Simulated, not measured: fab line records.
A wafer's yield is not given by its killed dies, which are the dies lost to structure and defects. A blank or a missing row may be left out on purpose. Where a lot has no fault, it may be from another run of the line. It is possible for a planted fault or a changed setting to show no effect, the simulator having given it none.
Matching of chambers -- flow sky130 -- 4 sister chambers for SKY_POLY_GATE_ETCH_17 on rie si-02
The step etches poly-Si in HBr/Cl2, stops on SiO2, target depth 180 nm, time 70.5 s. 4 wafers are shown with their chamber, then 11 later ones without.

== EACH WAFER AND ITS CHAMBER ==
wafer,chamber,drypump motor current A (A)
L083.1,1,5.15
L087.4,0,5.28
L089.2,3,5.75
L091.1,2,5.45

== WAFERS MISSING THEIR CHAMBER ==
wafer,drypump motor current A (A)
L091.3,5.73
L091.6,5.48
L093.2,5.30
L093.4,5.17
L093.6,5.82
L095.2,5.82
L095.5,5.79
L095.6,5.46
L096.1,5.18
L096.3,5.46
L096.4,5.33

== CHAMBER TAKEN BY EACH ==
wafer,from the rows above,in truth
L091.3,3,3
L091.6,2,2
L093.2,0,0
L093.4,1,1
L093.6,3,3
L095.2,3,3
L095.5,3,3
L095.6,2,2
L096.1,can't be placed: 1 or 0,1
L096.3,2,2
L096.4,can't be placed: 0 or 2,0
Correctly placed: 9 of 11. Not placeable from these rows: 2 (in 2, the candidates include the true chamber). Placed wrongly: 0.
How it was worked out, from the rows above alone: a wafer's distance from a chamber is the root of the sum, over the readings, of the square of ((its reading less the chamber's mean) divided by the reading's scatter). If the next closest chamber is less than 2 further off than the closest, the wafer can't be placed; otherwise it belongs to the closest. A chamber's mean is the mean of its shown wafers. The scatter: root of mean squared gap, hidden wafer to nearest shown wafer, with one shown wafer a chamber.
